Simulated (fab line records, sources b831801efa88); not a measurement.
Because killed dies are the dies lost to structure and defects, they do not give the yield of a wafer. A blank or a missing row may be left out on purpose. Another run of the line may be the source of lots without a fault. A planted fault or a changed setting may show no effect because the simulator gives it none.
Comparing a struck lot with a sound one ; flow sky130 ; 32 steps out of a route of 708
Sound: the wafers L690.1, L690.2, L690.6. Wafers struck: L706.1, L706.2, L706.5. Last of all comes the cause.
Each step with rows lists, per side, the tool, then ch with its chambers, then its first start. Under that, the readings that differ: sound wafers ; struck wafers ; difference of the means ; sigmas: that difference in standard deviations of wafers without a fault.
alike: same words and numbers on both sides, and readings whose means sit less than 2 such deviations apart. not compared: any withheld reading, any reading some wafer has no value for, any bound like >300 that may hide the same value, and any number with overlapping values for which the record gives no deviation.
A row with sigmas, a row that says differs or no value, or rows on one side alone: a step with any of these is where the two part. When numbers do not overlap yet have no deviation, they are printed without sigmas and do not part them. A reading missing from all wafers of one side parts the sides only when that side holds two or more wafers.

first, 3 steps without rows for these wafers: SKY_LDD_P_EXPOSE_04 (exposes mask PSDM, target cd 380 nm); SKY_LDD_P_PEB_05; SKY_LDD_P_DEVELOP_06 (develop time 60 s).
SKY_LDD_P_CD_MEAS_07: the cd target is 380 nm.
  sound on cd sem-02, day 19 04:23; struck on cd sem-01, day 25 08:02
  alike: cd nm
SKY_LDD_P_OVL_MEAS_08:
  sound on overlay-01, day 19 04:31; struck on overlay-01, day 25 08:10
reading;sound;struck;difference;sigmas
LDD_P_OVL (nm);-0.4 -0.9 -0.7;2.1 1.5 1.7;+2.4;+2
after that, 1 step had no rows for these wafers: SKY_LDD_P_IMPLANT_09.
SKY_LDD_P_STRIP_10: strips in O2/N2.
  sound on plasma asher-04 ch 0,1, day 19 04:41; struck on plasma asher-01 ch 0,1, day 25 08:20
  alike: chamber pressure mTorr, drypump motor current A, oes product au, strip time to endpoint s
  not compared: rf hours counter h
SKY_LDD_P_TW_MEAS_11:
  sound on film metro-01, day 19 04:47; struck on film metro-01, day 25 08:26
  alike: LDD_P_TW
then, 4 steps without rows for these wafers: SKY_LDD_HVN_DEHYDRATE_00 (time 60 s); SKY_LDD_HVN_HMDS_01 (prime time 60 s); SKY_LDD_HVN_COAT_02 (resist thk 300 nm); SKY_LDD_HVN_SOFTBAKE_03 (time 60 s).
SKY_LDD_HVN_EXPOSE_04: exposes mask HVNTM, target cd 700 nm.
  sound on iline stepper-01 ch 0, day 19 19:44; struck on iline stepper-01 ch 0, day 26 00:25
reading;sound;struck;difference;sigmas
mask;HVNTM#0 HVNTM#0 HVNTM#0;HVPTM#0 HVPTM#0 HVPTM#0;differs;
then, 2 steps without rows for these wafers: SKY_LDD_HVN_PEB_05; SKY_LDD_HVN_DEVELOP_06 (develop time 60 s).
SKY_LDD_HVN_OVL_MEAS_07:
  sound on overlay-02, day 20 10:44; struck on overlay-02, day 26 14:29
reading;sound;struck;difference;sigmas
LDD_HVN_OVL (nm);-1.6 -0.3 -0.6;- - -;no value on the struck wafers;
after that, 1 step had no rows for these wafers: SKY_LDD_HVN_IMPLANT_08.
SKY_LDD_HVN_STRIP_09: strips in O2/N2.
  sound on plasma asher-04 ch 0,1, day 20 10:55; struck on plasma asher-03 ch 0,1, day 26 14:40
  alike: chamber pressure mTorr, drypump motor current A, oes product au, strip time to endpoint s
  not compared: rf hours counter h
SKY_LDD_HVN_TW_MEAS_10:
  sound on film metro-03, day 20 11:01; struck on film metro-02, day 26 14:46
reading;sound;struck;difference;sigmas
LDD_HVN_TW;1399 1400 1398;31 31 31;-1368;-72
then, 7 steps without rows for these wafers: SKY_LDD_HVP_DEHYDRATE_00 (time 60 s); SKY_LDD_HVP_HMDS_01 (prime time 60 s); SKY_LDD_HVP_COAT_02 (resist thk 300 nm); SKY_LDD_HVP_SOFTBAKE_03 (time 60 s); SKY_LDD_HVP_EXPOSE_04 (exposes mask HVPTM, target cd 700 nm); SKY_LDD_HVP_PEB_05; SKY_LDD_HVP_DEVELOP_06 (develop time 60 s).
SKY_LDD_HVP_OVL_MEAS_07:
  sound on overlay-02, day 21 17:05; struck on overlay-02, day 27 19:34
  alike: LDD_HVP_OVL
after that, 1 step had no rows for these wafers: SKY_LDD_HVP_IMPLANT_08.
SKY_LDD_HVP_STRIP_09: strips in O2/N2.
  sound on plasma asher-03 ch 0,1, day 21 17:16; struck on plasma asher-03 ch 0,1, day 27 19:45
reading;sound;struck;difference;sigmas
strip time to endpoint s (s);4.102 4.119 4.106;4.164 4.139 4.129;+0.035;+2
  alike: chamber pressure mTorr, drypump motor current A, oes product au
  not compared: rf hours counter h
SKY_LDD_HVP_TW_MEAS_10:
  sound on film metro-01, day 21 17:22; struck on film metro-02, day 27 19:51
reading;sound;struck;difference;sigmas
LDD_HVP_TW;448 449 448;1465 1455 1459;+1011;+99 or more
then, 1 step without rows for these wafers: SKY_LDD_LDN_DEHYDRATE_00 (time 60 s).
-- here the record skips 22 days between the struck wafers' starts before and after, leaving off in module LDD_LDN and picking up in module PAD_OPEN (first step shown: number 708 of the route) --
SKY_PAD_OPEN_PROBE_99:
  sound on prober-02, day 45 21:22; struck on prober-02, day 49 23:29
reading;sound;struck;difference;sigmas
killed at front end;16 8 15;424 429 420;+411;+98
killed at other;1 1 1;0 0 0;-1;-2
killed dies;99 75 69;492 492 492;+411;+42
killed on rim;23 13 17;96 96 96;+78;+19
model.etest.pfet g5v0d10v5.r on ohm um;4730 4746 4728;6152 6212 6161;+1440;
model.etest.pfet_16v.r on ohm um;1.5e+04 1.503e+04 1.502e+04;1.587e+04 1.627e+04 1.598e+04;+1.023e+03;
model.etest.nfet g5v0d10v5.r on ohm um;1899 1876 1909;2250 2233 2234;+344;
model.etest.nfet g5v0d10v5.drive ua um;603.9 601.8 605.6;517 510.8 513.6;-90;
model.etest.pfet g5v0d10v5.drive ua um;342.4 338.9 342.6;255.8 255.2 254.7;-86.1;
model.etest.nfet_05v0_nvt.drive ua um;577.5 581.3 579.3;534 538.2 535.3;-44;
model.etest.pfet_16v.drive ua um;243.7 243.1 242.8;222 217.6 218.7;-24;
model.etest.ring_5v.delay ps;44.55 45.09 44.96;56.72 56.66 56.79;+11.86;
  alike: killed_at_M0_to_M3, killed_at_M4_up, killed at contacts, killed open, killed short

## WHERE THEY PART
Earliest at SKY_LDD_P_OVL_MEAS_08; latest, in this record, at SKY_PAD_OPEN_PROBE_99.

WHY: what had been put in by the simulator
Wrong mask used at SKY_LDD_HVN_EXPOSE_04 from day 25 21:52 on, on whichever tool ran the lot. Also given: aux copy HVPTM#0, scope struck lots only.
